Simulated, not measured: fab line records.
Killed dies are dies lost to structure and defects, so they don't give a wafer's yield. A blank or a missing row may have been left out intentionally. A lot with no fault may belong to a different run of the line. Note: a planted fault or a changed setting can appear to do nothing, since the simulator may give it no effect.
Which tool was responsible? + flow gf180mcu + 7 lots with 21 wafers sampled at 2 steps, on a route of 602 steps

== WHAT EACH GAUGE READ, for each wafer ==
GF_HV_LDD_CD_MEAS_46 targets a cd of 400 nm.
| lot  | measured     | on        | cd nm (nm)        |
|------|--------------|-----------|-------------------|
| L610 | day 13 00:26 | cd sem-02 | 397.9 398.7 398.3 |
| L612 | day 13 21:14 | cd sem-01 | 397.9 397.1 398.1 |
| L615 | day 14 13:46 | cd sem-02 | 400.1 401.0 400.0 |
| L619 | day 15 11:19 | cd sem-02 | 402.0 400.9 399.9 |
| L621 | day 16 13:08 | cd sem-02 | 402.4 400.8 403.4 |
| L628 | day 19 00:36 | cd sem-02 | 401.5 399.6 399.7 |
| L632 | day 20 02:05 | cd sem-02 | 399.4 400.9 400.4 |

== WHICH TOOL RAN EACH LOT (tool, then ch and the chambers of the sampled wafers, then the start) ==
| lot  | GF_VT_IMPLANT_SOFTBAKE_36         |
|------|-----------------------------------|
| L610 | litho track-02 ch 0, day 7 18:24  |
| L612 | litho track-02 ch 0, day 8 09:52  |
| L615 | litho track-04 ch 0, day 9 03:50  |
| L619 | litho track-03 ch 0, day 9 22:28  |
| L621 | litho track-02 ch 0, day 10 12:55 |
| L628 | litho track-04 ch 0, day 12 07:49 |
| L632 | litho track-04 ch 0, day 13 11:14 |
- GF_VT_IMPLANT_SOFTBAKE_36: time 60 s.

== THE ANSWER, worked out from the rows above alone ==
Rule: the usual values come from the lots themselves. Put in order of their means at a reading, lots are off if they are a third of the lots or fewer, leave a main group of 4 or more, and stand apart from it by a gap of 3 or more times the standard deviation of the main group's means; of several such gaps the widest counts. A main group whose means are all the same, to the digits that the tables above print for the reading, isn't used. Also off: a lot with no number at a reading for which 4 or more lots have one. Where the step has rows for the other lots, those lots are counted as sound.
Nothing can be told from this: no lot is off at any reading shown.

== WHAT HAD BEEN PUT IN BY THE SIMULATOR ==
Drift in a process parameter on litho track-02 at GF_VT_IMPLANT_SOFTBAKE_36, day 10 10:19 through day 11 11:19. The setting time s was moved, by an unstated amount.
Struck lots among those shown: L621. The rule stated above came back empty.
